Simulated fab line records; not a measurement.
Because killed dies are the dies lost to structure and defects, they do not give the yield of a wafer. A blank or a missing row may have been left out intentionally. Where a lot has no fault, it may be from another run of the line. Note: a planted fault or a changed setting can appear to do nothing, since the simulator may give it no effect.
Problem report, 8D (eight disciplines) form, completed by code :: flow sky130 :: the parts of the form that need people (team, actions taken, sign-off) are left out

== 1. PROBLEM STATEMENT ==
Mean of killedAtFrontEnd at SKY_PAD_OPEN_PROBE_99: 63 across 6 wafers in 2 lots; on wafers with no fault it is 15 (standard deviation 4). That is +12 standard deviations from the usual mean.
The first sign was on wafer L601.1 at day 48 06:38, on prober-02. At this step, 6 wafers from 2 lots have a number in the record. Rule for "out", or "out of limits": more than 4 standard deviations from the usual mean. The other wafers with a number count as sound.

== 2. WHAT IT IS AND WHAT IT IS NOT ==
question: which readings at this step
is: killedAtFrontEnd, killedDies
is not: killed_at_M0_to_M3, killed_at_M4_up, killedAtContacts, killedAtOther, killedOpen, killedShort

question: which lots
is: L601, L602
is not: -

question: which wafers of those lots
is: all that have a number
is not: -

question: read on which tools
is: prober-01, prober-02
is not: -

question: when
is: from day 48 06:38
is not: up to then (0 sound wafers)

== 3. THE SUSPECTS, EACH WITH WHAT RULES IT OUT ==
Counting: a tool at any process step up to the reading remains a suspect when it ran all the lots that are out and ran no sound lot after the first of those.
- wetBench-02 at SKY_GATE_OXIDE_WET_ETCH_12 (etches SiO2 in dHF, target depth 16.8 nm, time 336 s): kept. It ran every lot that is out, first L601 (day 17 08:17), and no sound lot after that.
- rieDiel-04 at SKY_VIA4_ETCH_12 (etches SiO2 in C4F8/O2/Ar, stops on TiN, target depth 580 nm): kept. It ran every lot that is out, first L601 (day 45 13:50), and no sound lot after that.
Left after counting: wetBench-02 at SKY_GATE_OXIDE_WET_ETCH_12, rieDiel-04 at SKY_VIA4_ETCH_12.

== 4. THE CAUSE (what the simulator had put in) ==
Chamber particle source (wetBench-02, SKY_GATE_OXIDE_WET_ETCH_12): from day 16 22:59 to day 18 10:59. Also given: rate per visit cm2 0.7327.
This tool is one of the 2 suspects left after counting.

== 5. THE EFFECT CHAIN, in route order ==
One row per reading whose mean, taken over the struck wafers that have a number, lies over 3 standard deviations from the usual. Scope: only readings with a usual standard deviation given in the record; hours: median across lots of the time from each lot's start at the first step in this table that gives one to its start at this step; sigmas: change in usual standard deviations.
hours: 0
step: SKY_PAD_OPEN_PROBE_99
reading: killedAtFrontEnd
usual: 15
on struck wafers: 63
change: +48
sigmas: +12

hours: 0
step: SKY_PAD_OPEN_PROBE_99
reading: killedDies
usual: 86
on struck wafers: 133
change: +47
sigmas: +4.7
The process steps in it:
- SKY_PAD_OPEN_PROBE_99

== 6. WHAT WOULD HAVE CAUGHT IT SOONER ==
In this record the first reading out of limits was taken at day 48 06:38, 752 hours after the fault began at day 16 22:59.
Of the tool readings at SKY_GATE_OXIDE_WET_ETCH_12 for which the record gives a usual standard deviation, none was out on any struck wafer, so an alarm limit of 4 standard deviations on them would not have fired.
By day 48 06:38, every lot that is out (2) had started SKY_GATE_OXIDE_WET_ETCH_12 on wetBench-02. Tool hold at that time: it would have spared none of them.
